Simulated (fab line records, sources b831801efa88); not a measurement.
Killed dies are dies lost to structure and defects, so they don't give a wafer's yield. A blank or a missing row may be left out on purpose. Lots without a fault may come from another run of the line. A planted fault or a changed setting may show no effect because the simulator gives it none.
One fault seen from 2 desks | flow sky130 | each desk has only its own numbers; what lay behind them comes last

THE METROLOGY DESK
What the gauges read, lot by lot, whatever tool the lot ran on: means of the sampled wafers that have a number. A lot is out of limits, marked OUT, if its mean lies more than 4 standard deviations from the usual mean; the brackets give that distance.
Columns: A = LI_CONTACT_HDPCVD_THK at SKY_LI_CONTACT_THK_MEAS_01, usual 925 nm
lot  | first seen here | A
L987 | day 28 20:11    | 930
L988 | day 29 09:31    | 923
L990 | day 30 04:10    | 919
L991 | day 30 04:23    | 926
L992 | day 30 10:56    | 929
L994 | day 30 22:50    | 917
L996 | day 32 01:39    | 923
L100 | day 33 05:17    | 931
L101 | day 33 11:43    | 924
L102 | day 33 16:26    | 1346 (+42) OUT
L103 | day 33 22:17    | 1354 (+43) OUT
This desk's finding: out of limits on L102, L103; first on L102, day 33 16:26 (LI_CONTACT_HDPCVD_THK at SKY_LI_CONTACT_THK_MEAS_01). In limits: L987, L988, L990, L991, L992, L994, L996, L100, L101.

THE TOOL OWNER'S DESK: hdpcvd-02
The tool's own readings at SKY_LI_CONTACT_HDPCVD_00 (deposits PSG, target thk 930 nm, time 155 s): means of the sampled wafers that have a number, for each lot that ran on this tool. A lot is out of limits, marked OUT, if its mean lies more than 4 standard deviations from the usual mean; the brackets give that distance.
Columns: A = pressure_mtorr at SKY_LI_CONTACT_HDPCVD_00, usual 6.000 mTorr
lot  | first seen here | A
L988 | day 29 09:25    | 5.995
L990 | day 30 04:04    | 5.985
L992 | day 30 10:50    | 5.998
L996 | day 32 01:32    | 6.000
L101 | day 33 11:38    | 5.994
L102 | day 33 16:19    | 5.991
L103 | day 33 22:11    | 5.999
This desk's finding: nothing out of limits on any of the 7 lots.

PUT TOGETHER
The metrology desk could have raised an alarm at day 33 16:26, on L102, L103.
The tool owner's desk saw nothing out of limits.
The tool owner's desk has L102, L103 on record, within its limits.
Of the lots named, all ran SKY_LI_CONTACT_HDPCVD_00 on hdpcvd-02.

WHAT THE SIMULATOR HAD PUT IN
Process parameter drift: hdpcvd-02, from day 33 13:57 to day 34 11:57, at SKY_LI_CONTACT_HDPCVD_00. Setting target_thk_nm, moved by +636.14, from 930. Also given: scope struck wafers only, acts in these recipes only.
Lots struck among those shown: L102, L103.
Hours from the fault's start to each desk's first reading out of limits: the metrology desk, 2.
